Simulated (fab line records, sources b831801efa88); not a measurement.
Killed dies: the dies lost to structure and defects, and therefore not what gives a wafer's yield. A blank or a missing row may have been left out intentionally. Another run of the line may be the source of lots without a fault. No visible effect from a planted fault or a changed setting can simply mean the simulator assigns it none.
One fault seen from 2 desks | flow gf180mcu | every desk sees just its own numbers, and what lay behind them comes last

== TOOL OWNER'S DESK, pvd_sputter-02 ==
The tool's own readings at GF_MIM_SPUTTER_08 (material AlCu, target thk 200 nm, time 10.6 s): means of the sampled wafers that have a number, for each lot that ran on this tool. Any lot whose mean is over 4 standard deviations away from the usual mean is out of limits and marked OUT; that distance is given in the brackets.
Columns: A = chamber_pressure_pa at GF_MIM_SPUTTER_08, usual 0.4000 Pa; B = throttle_valve_pct at GF_MIM_SPUTTER_08, usual 29.8 %
lot  | first seen here | A                | B
L809 | day 26 00:44    | 0.3996           | 29.4
L813 | day 27 04:57    | 0.4005           | 29.1
L815 | day 27 12:19    | 0.3999           | 29.4
L817 | day 28 05:34    | 0.4529 (+69) OUT | 28.0
L823 | day 29 13:58    | 0.4523 (+68) OUT | 27.5
This desk's verdict: out of limits on L817, L823, starting with L817 at day 28 05:34 (chamber_pressure_pa at GF_MIM_SPUTTER_08). L809, L813, L815: within limits.

== THE METROLOGY DESK ==
Means of the sampled wafers that have a number, per lot and without regard to the tool the lot ran on: this is what the gauges read. Any lot whose mean is over 4 standard deviations away from the usual mean is out of limits and marked OUT; that distance is given in the brackets.
Columns: A = V4_CVD_02_THK at GF_V4_THK_MEAS_03, usual 846 nm; B = MIM_ALCU_RS at GF_MIM_RS_MEAS_10, usual 0.1599 ohm/sq
lot  | first seen here | A   | B
L807 | day 24 03:42    | 845 | 0.1623
L809 | day 25 00:35    | 851 | 0.1605
L811 | day 25 07:05    | 836 | 0.1613
L812 | day 25 19:31    | 844 | 0.1569
L813 | day 26 05:40    | 837 | 0.1609
L815 | day 26 13:43    | 845 | 0.1611
L817 | day 27 07:16    | 835 | 0.1651
L818 | day 27 10:01    | 842 | 0.1577
L819 | day 27 18:47    | 845 | 0.1613
L821 | day 28 05:26    | 840 | 0.1602
L823 | day 28 16:41    | 846 | 0.1669
L827 | day 29 22:02    | 852 | 0.1591
Finding of this desk: none of the 12 lots has anything out of limits.

== ALL TOGETHER ==
The tool owner's desk had the chance to raise an alarm at day 28 05:34 on L817, L823.
The metrology desk saw nothing out of limits.
The metrology desk holds a record of L817, L823, inside its limits.
Of the lots named, all ran GF_MIM_SPUTTER_08 on pvd_sputter-02.

== WHAT THE SIMULATOR PUT IN ==
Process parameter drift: pvd_sputter-02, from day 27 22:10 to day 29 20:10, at GF_MIM_SPUTTER_08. The setting chamber_pressure_pa was moved by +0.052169, starting from 0.4. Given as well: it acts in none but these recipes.
Struck lots among those shown: L817, L823.
Delay in hours, fault start to first out-of-limits reading, by desk: the tool owner's desk at 7.
